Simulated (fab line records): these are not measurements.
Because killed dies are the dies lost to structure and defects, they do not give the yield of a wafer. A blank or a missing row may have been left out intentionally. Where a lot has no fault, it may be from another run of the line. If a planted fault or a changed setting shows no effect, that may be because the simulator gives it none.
Which of the tools did it? :: flow sky130 :: route of 708 steps, sampled at 1 step: 12 lots, 36 wafers

WHAT EACH GAUGE READ, for each wafer
SKY_SD_N_TW_MEAS_12.
lot: L076
measured: day 28 10:54
on: film metro-02
SD_N_TW: 3979 3969 3980

lot: L077
measured: day 28 22:49
on: film metro-03
SD_N_TW: 3947 3935 3940

lot: L079
measured: day 29 15:35
on: film metro-01
SD_N_TW: 4029 4003 4012

lot: L081
measured: day 30 02:55
on: film metro-03
SD_N_TW: 3941 3932 3926

lot: L083
measured: day 31 00:07
on: film metro-01
SD_N_TW: 3963 3960 3959

lot: L085
measured: day 31 14:40
on: film metro-03
SD_N_TW: 3946 3957 3947

lot: L087
measured: day 32 06:53
on: film metro-02
SD_N_TW: 3986 3958 3943

lot: L089
measured: day 33 16:03
on: film metro-01
SD_N_TW: 4066 4044 4051

lot: L092
measured: day 34 01:34
on: film metro-01
SD_N_TW: 3986 3980 3974

lot: L094
measured: day 34 19:28
on: film metro-02
SD_N_TW: 3975 3983 3981

lot: L096
measured: day 35 01:49
on: film metro-03
SD_N_TW: 3967 3959 3964

lot: L097
measured: day 35 09:28
on: film metro-02
SD_N_TW: 3935 3929 3942

WHAT TOOL EACH LOT RAN ON (gives the tool, then ch and the chambers of the sampled wafers, and finally the start)
No process step before these readings appears in the record.

THE ANSWER, worked out from the rows above alone
Rule: the lots themselves supply what counts as usual. The widest of any qualifying gaps counts: lots, ordered by their means at a reading, are off when they make up no more than a third of the lots, leave a main group of 4 or more, and stand apart from it by 3 or more times the standard deviation of that group's means. Not used: any main group whose means are identical at the precision the tables above print for the reading. Also off: a lot with no number at a reading for which 4 or more lots have one. Any other lot the step has rows for is counted as sound.
Nothing can be told from this: no lot is off at any reading shown.

WHAT THE SIMULATOR PUT IN
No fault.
